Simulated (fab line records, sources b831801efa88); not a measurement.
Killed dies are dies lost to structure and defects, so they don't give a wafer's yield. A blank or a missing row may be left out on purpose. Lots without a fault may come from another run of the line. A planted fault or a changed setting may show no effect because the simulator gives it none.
Which tool did it? | flow gf180mcu | 14 lots, 42 wafers sampled, at 3 steps of a route of 602

WHAT THE GAUGES READ, wafer by wafer
GF_SALICIDE_RS_MEAS_04: measures by four-point-probe. Usual: SALICIDE_TIN_RS 16.0 ohm/sq, standard deviation 0.35.
lot  | measured     | on            | SALICIDE_TIN_RS (ohm/sq) | flag
L775 | day 15 03:44 | film_metro-02 | 15.6 15.6 15.6           |
L777 | day 15 19:39 | film_metro-03 | 16.2 16.2 16.2           |
L779 | day 16 15:57 | film_metro-02 | 16.3 16.1 15.9           |
L780 | day 16 23:11 | film_metro-03 | 16.4 15.8 16.5           |
L781 | day 17 05:31 | film_metro-04 | 16.0 15.5 15.5           |
L782 | day 17 15:08 | film_metro-04 | 16.7 16.0 16.4           |
L783 | day 18 01:10 | film_metro-02 | 16.3 16.3 16.2           |
L784 | day 18 09:55 | film_metro-02 | 16.4 15.9 16.5           |
L786 | day 19 10:08 | film_metro-04 | 16.3 15.8 15.6           |
L789 | day 20 19:20 | film_metro-02 | 15.7 15.8 15.7           |
L788 | day 20 21:36 | film_metro-04 | 15.9 16.0 16.2           |

WHICH TOOL RAN EACH LOT (tool, then ch and the chambers of the sampled wafers, then the start)
lot  | GF_NWELL_STRIP_10                   | GF_DUAL_GATE_WET_ETCH_12
L775 | plasma_asher-04 ch 0,1, day 3 09:25 | wet_bench-03 ch 1, day 8 07:43
L777 | plasma_asher-02 ch 0,1, day 3 19:23 | wet_bench-02 ch 0, day 8 20:43
L779 | plasma_asher-03 ch 0,1, day 4 09:08 | wet_bench-02 ch 2, day 9 14:17
L780 | plasma_asher-02 ch 0,1, day 4 12:05 | wet_bench-02 ch 2, day 9 17:58
L781 | plasma_asher-04 ch 0,1, day 4 15:47 | wet_bench-02 ch 3, day 9 21:35
L782 | plasma_asher-04 ch 0,1, day 4 22:23 | wet_bench-02 ch 0, day 10 06:02
L783 | plasma_asher-02 ch 0,1, day 5 04:11 | wet_bench-02 ch 2, day 10 15:58
L784 | plasma_asher-04 ch 0,1, day 5 07:19 | wet_bench-04 ch 3, day 10 21:44
L786 | plasma_asher-02 ch 0,1, day 5 21:44 | wet_bench-03 ch 3, day 11 16:59
L789 | plasma_asher-02 ch 0,1, day 6 18:38 | wet_bench-03 ch 1, day 12 18:43
L788 | plasma_asher-04 ch 0,1, day 6 18:50 | wet_bench-03 ch 1, day 12 19:37
L790 | plasma_asher-03 ch 0,1, day 7 01:41 | wet_bench-02 ch 2, day 13 01:40
L791 | plasma_asher-03 ch 0,1, day 7 04:35 | wet_bench-03 ch 3, day 13 08:52
L792 | plasma_asher-02 ch 0,1, day 7 12:41 | wet_bench-03 ch 2, day 13 19:23
- GF_NWELL_STRIP_10: strips in O2/N2.
- GF_DUAL_GATE_WET_ETCH_12: etches SiO2 in dHF, target depth 13 nm, time 260 s.

WHAT THE TOOLS THEMSELVES READ (means of the sampled wafers that have a number; where no wafer has one, the mark that the record gives instead)
GF_NWELL_STRIP_10. Usual: drypump_motor_current_A 5.68 A, standard deviation 0.26; heater_power_w 342 W, standard deviation 38; oes_product_au 0.721 a.u., standard deviation 0.0045; strip_time_to_endpoint_s 37.06 s, standard deviation 0.11.
lot  | tool            | drypump_motor_current_A (A) | heater_power_w (W) | oes_product_au (a.u.) | strip_time_to_endpoint_s (s) | flag
L775 | plasma_asher-04 | 5.76                        | 368                | 0.719                 | 37.30                        |
L777 | plasma_asher-02 | 5.58                        | 297                | 0.717                 | 37.24                        |
L779 | plasma_asher-03 | 6.05                        | 353                | 0.721                 | 36.90                        |
L780 | plasma_asher-02 | 5.55                        | 297                | 0.723                 | 36.95                        |
L781 | plasma_asher-04 | 5.60                        | 366                | 0.724                 | 37.23                        |
L782 | plasma_asher-04 | 5.77                        | 368                | 0.721                 | 37.02                        |
L783 | plasma_asher-02 | 5.58                        | 326                | 0.721                 | 37.12                        |
L784 | plasma_asher-04 | 5.77                        | 368                | 0.719                 | 37.12                        |
L786 | plasma_asher-02 | 5.56                        | 293                | 0.721                 | 37.00                        |
L789 | plasma_asher-02 | 5.59                        | 325                | 0.718                 | 36.98                        |
L788 | plasma_asher-04 | 5.79                        | 360                | 0.718                 | 37.02                        |
L790 | plasma_asher-03 | 5.77                        | 354                | 0.721                 | 37.08                        |
L791 | plasma_asher-03 | 5.76                        | 358                | 0.720                 | 36.90                        |
L792 | plasma_asher-02 | 5.56                        | 296                | 0.722                 | 37.02                        |

GF_DUAL_GATE_WET_ETCH_12. Usual: bath_heat_duty_pct 5.9 %, standard deviation 0.74; run_length_s 287 s, standard deviation 3.8.
lot  | tool         | bath_heat_duty_pct (%) | run_length_s (s) | flag
L775 | wet_bench-03 | 6.5                    | 285              |
L777 | wet_bench-02 | 6.9                    | 285              |
L779 | wet_bench-02 | 5.5                    | 286              |
L780 | wet_bench-02 | 5.1                    | 294              |
L781 | wet_bench-02 | 6.4                    | 293              |
L782 | wet_bench-02 | 6.2                    | 284              |
L783 | wet_bench-02 | 5.3                    | 286              |
L784 | wet_bench-04 | 6.5                    | 285              |
L786 | wet_bench-03 | 5.2                    | 284              |
L789 | wet_bench-03 | 6.4                    | 285              |
L788 | wet_bench-03 | 6.6                    | 285              |
L790 | wet_bench-02 | -                      | -                | OFF
L791 | wet_bench-03 | -                      | -                | OFF
L792 | wet_bench-03 | -                      | -                | OFF

THE ANSWER, worked out from the rows above alone
Rule: a lot is off if the mean of its wafers that have a number lies more than 3 standard deviations from the usual mean. A lot without any number at a reading at which 4 lots or more have one is off too. The other lots that the step has rows for count as sound. The gauges are gone through in route order, then the tools' own readings, and for those a lot's mean is taken as printed above. The first step at which some lot is off is used, and at that step the reading that is off furthest; a lot without a number counts as furthest.
Off: L790, L791, L792, at GF_DUAL_GATE_WET_ETCH_12 (bath_heat_duty_pct). Without a number there: L790, L791, L792.
A tool fits if, at that step or a process step before it, it ran every lot that is off, and no sound lot after the first of them. None of those tried fits.

WHAT THE SIMULATOR HAD PUT IN
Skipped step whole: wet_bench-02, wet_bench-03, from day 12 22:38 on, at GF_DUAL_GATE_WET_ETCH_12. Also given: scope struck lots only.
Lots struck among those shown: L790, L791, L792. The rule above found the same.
